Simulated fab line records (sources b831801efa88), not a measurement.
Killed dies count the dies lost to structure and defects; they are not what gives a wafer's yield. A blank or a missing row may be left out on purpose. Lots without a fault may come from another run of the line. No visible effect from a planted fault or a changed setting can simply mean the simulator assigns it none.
Split-lot study    flow sky130    route with 708 steps; 5 lots, 23 wafers read

== THE SPLIT ITSELF ==
At SKY_VT_ADJUST_PCH_COAT_02 (resist thk 3000 nm), the setting spin_rpm was moved away from the recipe's 2000 rpm on 9 of the 23 wafers read, by -6.8% to +6.7%. All remaining wafers had this setting at the recipe value.

The split's own step is where the reading is taken.

== THE READING ==
coat_of_VT_ADJUST_PCH_COAT_02.thk_nm (the simulator's own value, which no gauge read), in nm, at SKY_VT_ADJUST_PCH_COAT_02 (resist thk 3000 nm). The file gives no usual value for it. Here, 14 wafers ran the recipe; their average is 2997 nm with a standard deviation of 5.9 nm.

wafer   tool, chamber at the split  spin_rpm as run, rpm  against the recipe  coat_of_VT_ADJUST_PCH_COAT_02.thk_nm, nm  against lot-mates on the recipe
L074.1  litho_track-02, 0           2000                  recipe              2994                                      -
L074.2  litho_track-02, 0           2000                  recipe              2997                                      -
L074.6  litho_track-02, 0           2000                  recipe              2991                                      -
L080.2  litho_track-02, 0           2133                  +6.7%               2907                                      -89
L080.3  litho_track-02, 0           2133                  +6.7%               2900                                      -96
L080.4  litho_track-02, 0           2133                  +6.7%               2914                                      -82
L080.5  litho_track-02, 0           2000                  recipe              2988                                      -
L080.6  litho_track-02, 0           2000                  recipe              3004                                      -
L081.1  litho_track-03, 0           1864                  -6.8%               3115                                      +111
L081.2  litho_track-03, 0           2000                  recipe              3007                                      -
L081.4  litho_track-03, 0           2000                  recipe              3001                                      -
L081.5  litho_track-03, 0           1864                  -6.8%               3111                                      +107
L081.6  litho_track-03, 0           1864                  -6.8%               3129                                      +125
L082.1  litho_track-02, 0           2000                  recipe              2992                                      -
L082.3  litho_track-02, 0           1895                  -5.2%               3072                                      +76
L082.4  litho_track-02, 0           1895                  -5.2%               3083                                      +88
L082.5  litho_track-02, 0           2000                  recipe              2999                                      -
L082.6  litho_track-02, 0           1895                  -5.2%               3080                                      +84
L085.1  litho_track-01, 0           2000                  recipe              3002                                      -
L085.2  litho_track-01, 0           2000                  recipe              2996                                      -
L085.3  litho_track-01, 0           2000                  recipe              2986                                      -
L085.5  litho_track-01, 0           2000                  recipe              3001                                      -
L085.6  litho_track-01, 0           2000                  recipe              3000                                      -

FIT RESULTS
A straight line over all 23 wafers: coat_of_VT_ADJUST_PCH_COAT_02.thk_nm changes by -15.5 nm for each +1% of spin_rpm; r = -0.99; the points scatter about the line by 9.2 nm.
The same after taking each lot's own level away (the mean of its wafers on the recipe; 23 wafers): -15.1 nm for each +1%; r = -0.99; scatter 7.7 nm.
According to that fit, moving spin_rpm by its largest amount changes the reading by 1e+02 nm.
The span of the lots' own levels, 2994.0 to 3004.0 nm, comes to 1.7 times the standard deviation stated above.
Consequently the slope shifts little with the lot-to-lot level, the two slopes agreeing.
Check: with one of the wafers moved furthest among these (-6.8%) left out of the fit, the line predicts +105 nm for it against its lot-mates. Against them it came out at +111 nm.

== OTHER SPLITS APPLIED TO THESE WAFERS ==
Other splits were also applied to these wafers ahead of the reading. Each is held against what the fit with the lots' levels taken away leaves over:
other split on the same wafers            wafers away from the commonest value  r with coat_of_VT_ADJUST_PCH_COAT_02.thk_nm (lot level and that fit taken away)
SKY_FIELD_ISO_OXIDATION_01 temp_c         10                                    -0.01
SKY_FIELD_ISO_CVD_03 temp_c               15                                    +0.02
SKY_NWELL_IMPLANT_24 energy_kev           7                                     +0.28
SKY_VT_ADJUST_HVTP_COAT_02 spin_rpm       5                                     +0.23
SKY_VT_ADJUST_HVTP_DEVELOP_06 dev_temp_c  5                                     -0.14
SKY_VT_ADJUST_HVTR_DEVELOP_06 dev_temp_c  9                                     +0.11

== THE WHOLE CHAIN: every reading that the file lists as answering this split, in the file's order ==
step                        what it does        reading                                                                                change (the file's fit)               r (the file's)
SKY_VT_ADJUST_PCH_COAT_02   resist thk 3000 nm  coat_of_VT_ADJUST_PCH_COAT_02.thk_nm (the simulator's own value, which no gauge read)  -15.3 nm for each +1% of the setting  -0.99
SKY_VT_ADJUST_PCH_STRIP_09  strips in O2/N2     strip_time_to_endpoint_s                                                               withheld for each +1% of the setting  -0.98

== THE FILE'S OWN FIT ==
coat_of_VT_ADJUST_PCH_COAT_02.thk_nm changes by -15.3 nm for each +1% of spin_rpm, r = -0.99.
